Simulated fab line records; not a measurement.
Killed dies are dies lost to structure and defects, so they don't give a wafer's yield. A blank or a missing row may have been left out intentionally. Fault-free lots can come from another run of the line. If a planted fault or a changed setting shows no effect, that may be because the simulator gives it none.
Matching of chambers / flow sky130 / cmp-01 running SKY_LI_CONTACT_CMP_02: 4 sister chambers
The step polishes PSG. 17 wafers are shown with their chamber, then 8 later ones without.

## WAFERS PAIRED WITH THEIR CHAMBERS
wafer=L535.1; chamber=3; motorCurrentA (A)=12.4; timeToEndpointS (s)=37.2; retainingRingPressureFrac=0.991
wafer=L535.4; chamber=2; motorCurrentA (A)=10.0; timeToEndpointS (s)=34.6; retainingRingPressureFrac=1.003
wafer=L535.5; chamber=2; motorCurrentA (A)=9.6; timeToEndpointS (s)=33.4; retainingRingPressureFrac=0.993
wafer=L536.2; chamber=3; motorCurrentA (A)=12.2; timeToEndpointS (s)=33.2; retainingRingPressureFrac=0.999
wafer=L536.3; chamber=0; motorCurrentA (A)=11.3; timeToEndpointS (s)=32.8; retainingRingPressureFrac=1.000
wafer=L536.4; chamber=2; motorCurrentA (A)=10.2; timeToEndpointS (s)=30.5; retainingRingPressureFrac=1.001
wafer=L538.4; chamber=1; motorCurrentA (A)=10.9; timeToEndpointS (s)=32.7; retainingRingPressureFrac=1.000
wafer=L538.5; chamber=0; motorCurrentA (A)=11.4; timeToEndpointS (s)=36.6; retainingRingPressureFrac=0.993
wafer=L538.6; chamber=3; motorCurrentA (A)=12.1; timeToEndpointS (s)=37.2; retainingRingPressureFrac=1.004
wafer=L539.1; chamber=2; motorCurrentA (A)=9.5; timeToEndpointS (s)=33.8; retainingRingPressureFrac=1.005
wafer=L539.2; chamber=1; motorCurrentA (A)=11.0; timeToEndpointS (s)=35.3; retainingRingPressureFrac=0.997
wafer=L539.5; chamber=1; motorCurrentA (A)=10.8; timeToEndpointS (s)=34.5; retainingRingPressureFrac=1.001
wafer=L541.4; chamber=3; motorCurrentA (A)=12.6; timeToEndpointS (s)=41.2; retainingRingPressureFrac=0.995
wafer=L541.6; chamber=0; motorCurrentA (A)=11.4; timeToEndpointS (s)=31.3; retainingRingPressureFrac=1.000
wafer=L542.5; chamber=2; motorCurrentA (A)=9.7; timeToEndpointS (s)=35.0; retainingRingPressureFrac=0.996
wafer=L542.6; chamber=3; motorCurrentA (A)=11.0; timeToEndpointS (s)=33.0; retainingRingPressureFrac=1.000
wafer=L551.4; chamber=2; motorCurrentA (A)=10.0; timeToEndpointS (s)=32.7; retainingRingPressureFrac=1.003

SIGNATURES (averages over the wafers above)
reading=motorCurrentA; chamber 0=11.367; chamber 1=10.900; chamber 2=9.833; chamber 3=12.060; scatter within a chamber=0.387
reading=timeToEndpointS; chamber 0=33.567; chamber 1=34.167; chamber 2=33.333; chamber 3=36.360; scatter within a chamber=2.44
reading=retainingRingPressureFrac; chamber 0=0.99767; chamber 1=0.99933; chamber 2=1.00017; chamber 3=0.99780; scatter within a chamber=0.00438
Rule: a wafer's distance from a chamber is the root of the sum, over the readings, of the square of ((its reading less the chamber's mean) divided by the reading's scatter). The wafer belongs to the nearest chamber; if the next one is less than 2 further off, it can't be placed. The scatter: take each reading less its chamber's mean, square it, sum over the shown wafers, divide by the number of wafers less the number of chambers, and take the root.

## WAFERS WITH NO CHAMBER GIVEN
wafer=L551.5; motorCurrentA (A)=11.5; timeToEndpointS (s)=33.1; retainingRingPressureFrac=0.999
wafer=L551.6; motorCurrentA (A)=10.5; timeToEndpointS (s)=30.6; retainingRingPressureFrac=1.000
wafer=L552.1; motorCurrentA (A)=11.5; timeToEndpointS (s)=33.8; retainingRingPressureFrac=1.004
wafer=L552.5; motorCurrentA (A)=11.8; timeToEndpointS (s)=33.2; retainingRingPressureFrac=1.012
wafer=L552.6; motorCurrentA (A)=11.0; timeToEndpointS (s)=29.3; retainingRingPressureFrac=1.002
wafer=L553.2; motorCurrentA (A)=12.2; timeToEndpointS (s)=32.4; retainingRingPressureFrac=0.997
wafer=L553.4; motorCurrentA (A)=11.5; timeToEndpointS (s)=34.4; retainingRingPressureFrac=0.990
wafer=L553.5; motorCurrentA (A)=11.1; timeToEndpointS (s)=35.8; retainingRingPressureFrac=0.999

## WHICH CHAMBER EACH ONE RAN IN
wafer=L551.5; from the rows above=can't be placed: 0 or 1 or 3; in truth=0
wafer=L551.6; from the rows above=can't be placed: 1 or 2 or 0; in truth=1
wafer=L552.1; from the rows above=can't be placed: 0 or 1 or 3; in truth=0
wafer=L552.5; from the rows above=can't be placed: 0 or 3 or 1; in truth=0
wafer=L552.6; from the rows above=can't be placed: 1 or 0 or 2 or 3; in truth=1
wafer=L553.2; from the rows above=can't be placed: 3 or 0 or 1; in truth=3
wafer=L553.4; from the rows above=can't be placed: 0 or 3 or 1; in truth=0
wafer=L553.5; from the rows above=can't be placed: 1 or 0 or 3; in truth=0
Correctly placed: 0 of 8. Can't be placed from these rows: 8 (the true chamber is among the candidates in 8). 0 placed wrongly.
